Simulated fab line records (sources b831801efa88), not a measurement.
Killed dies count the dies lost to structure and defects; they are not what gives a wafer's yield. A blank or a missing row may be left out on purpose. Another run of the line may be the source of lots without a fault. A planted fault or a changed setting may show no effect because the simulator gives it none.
Which of the tools did it? ; flow sky130 ; 13 lots, 39 wafers sampled, at 5 steps of a route of 708

== WHAT THE GAUGES SHOWED, per wafer ==
The record holds no reading of a measuring or inspecting step that can be judged against a usual standard deviation.

== TOOL THAT RAN EACH LOT (tool first, then ch and the chambers of the sampled wafers, then the start) ==
lot;SKY_LI_CONTACT_CMP_24;SKY_VIA3_SPUTTER_20;SKY_METAL4_SPUTTER_01;SKY_VIA4_ETCH_12;SKY_PAD_OPEN_PROBE_99
L329;cmp-02 ch 0,1,3, day 30 09:37;pvd sputter-04, day 40 14:14;pvd sputter-03, day 40 14:55;rie diel-04 ch 0,1,3, day 43 16:40;-
L328;cmp-02 ch 1,2, day 30 10:10;pvd sputter-03, day 40 15:56;pvd sputter-03, day 40 16:37;rie diel-04 ch 0,2,3, day 43 18:25;-
L333;cmp-02 ch 1,2, day 30 10:37;pvd sputter-02, day 40 15:49;pvd sputter-04, day 40 16:30;rie diel-03 ch 2,3, day 43 18:07;prober-02, day 46 22:57
L330;cmp-02 ch 1,2, day 30 11:37;pvd sputter-04, day 40 18:29;pvd sputter-01, day 40 19:11;rie diel-04 ch 0,1,2, day 43 20:53;-
L332;cmp-02 ch 0,1, day 30 12:07;pvd sputter-04, day 40 16:43;pvd sputter-04, day 40 17:25;rie diel-04 ch 0,1,3, day 43 19:13;-
L334;cmp-02 ch 0,1,3, day 30 12:22;pvd sputter-04, day 40 18:54;pvd sputter-01, day 40 19:35;rie diel-01 ch 1,3, day 43 21:10;-
L336;cmp-01 ch 1,2,3, day 31 21:04;pvd sputter-02, day 41 20:53;pvd sputter-01, day 41 21:34;rie diel-04 ch 1,2,3, day 44 20:49;prober-01, day 47 21:05
L338;cmp-02 ch 2,3, day 32 07:55;pvd sputter-03, day 42 03:38;pvd sputter-01, day 42 04:19;rie diel-01 ch 0,1, day 45 01:31;-
L340;cmp-01 ch 0,1,3, day 37 00:55;pvd sputter-02, day 46 06:53;pvd sputter-01, day 46 07:42;rie diel-04 ch 0,1,2, day 48 22:17;-
L347;cmp-01 ch 1,3, day 37 02:34;pvd sputter-04, day 46 10:23;pvd sputter-01, day 46 11:04;rie diel-03 ch 1,3, day 48 23:28;-
L339;cmp-02 ch 0,1,2, day 37 04:09;pvd sputter-03, day 46 11:36;pvd sputter-04, day 46 12:25;rie diel-01 ch 0,2,3, day 48 23:34;prober-01, day 51 13:04
L351;cmp-01 ch 0,2,3, day 37 08:34;pvd sputter-04, day 46 21:05;pvd sputter-04, day 46 21:46;rie diel-01 ch 0,1,3, day 49 08:58;-
L346;cmp-02 ch 0,1,3, day 37 10:40;pvd sputter-04, day 46 22:46;pvd sputter-01, day 46 23:34;rie diel-03 ch 0,1,2, day 49 10:46;prober-02, day 51 22:02
- SKY_LI_CONTACT_CMP_24: polishes, stops on PSG, t overpolish 20 s, target thk 0 nm.
- SKY_VIA3_SPUTTER_20: material TiN, target thk 20 nm, time 80 s.
- SKY_METAL4_SPUTTER_01: material TiN, target thk 20 nm, time 16.7 s.
- SKY_VIA4_ETCH_12: etches SiO2 in C4F8/O2/Ar, stops on TiN, target depth 580 nm.
- SKY_PAD_OPEN_PROBE_99

== WHAT THE TOOLS THEMSELVES READ (means of the sampled wafers that have a number; where no wafer has one, the mark that the record gives instead) ==
SKY_LI_CONTACT_CMP_24.
lot;tool;motor current A (A);overpolish run s (s);time to endpoint s (s)
L329;cmp-02;9.6;20.012;97
L328;cmp-02;12.6;19.989;100
L333;cmp-02;13.2;19.995;99
L330;cmp-02;12.5;20.006;98
L332;cmp-02;10.4;19.999;98
L334;cmp-02;10.0;20.004;96
L336;cmp-01;11.6;20.005;98
L338;cmp-02;10.8;20.001;99
L340;cmp-01;11.2;19.997;98
L347;cmp-01;11.3;20.003;96
L339;cmp-02;11.4;20.002;100
L351;cmp-01;11.8;20.002;99
L346;cmp-02;9.6;20.009;101

SKY_VIA3_SPUTTER_20.
lot;tool;throttle valve pct (%)
L329;pvd sputter-04;30.5
L328;pvd sputter-03;28.5
L333;pvd sputter-02;30.5
L330;pvd sputter-04;30.4
L332;pvd sputter-04;31.3
L334;pvd sputter-04;30.4
L336;pvd sputter-02;30.0
L338;pvd sputter-03;30.5
L340;pvd sputter-02;30.8
L347;pvd sputter-04;29.8
L339;pvd sputter-03;28.8
L351;pvd sputter-04;29.6
L346;pvd sputter-04;30.3

SKY_METAL4_SPUTTER_01.
lot;tool;throttle valve pct (%)
L329;pvd sputter-03;29.5
L328;pvd sputter-03;29.3
L333;pvd sputter-04;30.4
L330;pvd sputter-01;30.5
L332;pvd sputter-04;29.7
L334;pvd sputter-01;30.2
L336;pvd sputter-01;30.2
L338;pvd sputter-01;29.9
L340;pvd sputter-01;29.8
L347;pvd sputter-01;29.9
L339;pvd sputter-04;30.6
L351;pvd sputter-04;30.5
L346;pvd sputter-01;29.9

SKY_VIA4_ETCH_12.
lot;tool;chamber pressure mTorr (mTorr);oes product au (a.u.)
L329;rie diel-04;40.03;0.927
L328;rie diel-04;39.98;0.923
L333;rie diel-03;40.00;0.925
L330;rie diel-04;40.03;0.930
L332;rie diel-04;40.00;0.929
L334;rie diel-01;39.96;0.930
L336;rie diel-04;40.01;0.927
L338;rie diel-01;40.00;0.927
L340;rie diel-04;40.01;0.925
L347;rie diel-03;39.99;0.927
L339;rie diel-01;40.00;0.923
L351;rie diel-01;39.98;0.926
L346;rie diel-03;39.96;0.928

SKY_PAD_OPEN_PROBE_99.
lot;tool;killed_at_M0_to_M3;killed_at_M4_up;killed at contacts;killed at front end;killed at other;killed dies;killed on rim;killed open;killed short
L333;prober-02;38;4.3;25;18;0.7;86;18;46;40
L336;prober-01;43;3.7;22;16;0.7;85;18;49;36
L339;prober-01;38;5.3;117;11;0.3;172;35;41;37
L346;prober-02;31;3.0;107;13;0.0;154;30;31;38

== THE ANSWER, worked out from the rows above alone ==
Rule: usual is defined by the lots themselves. Put in order of their means at a reading, lots are off if they are a third of the lots or fewer, leave a main group of 4 or more, and stand apart from it by a gap of 3 or more times the standard deviation of the main group's means; of several such gaps the widest counts. If all means in a main group match to the digits the tables above print for the reading, that group is not used. A lot without any number at a reading at which 4 lots or more have one is off too. The other lots that the step has rows for count as sound. First the gauges in route order, then the tools' own readings, where a lot's mean is used as printed above. At the first step where some lot is off, the reading lying furthest off is the one used; lots without a number count as furthest.
Nothing can be told from this: no lot is off at any reading shown.

== WHAT THE SIMULATOR HAD PUT IN ==
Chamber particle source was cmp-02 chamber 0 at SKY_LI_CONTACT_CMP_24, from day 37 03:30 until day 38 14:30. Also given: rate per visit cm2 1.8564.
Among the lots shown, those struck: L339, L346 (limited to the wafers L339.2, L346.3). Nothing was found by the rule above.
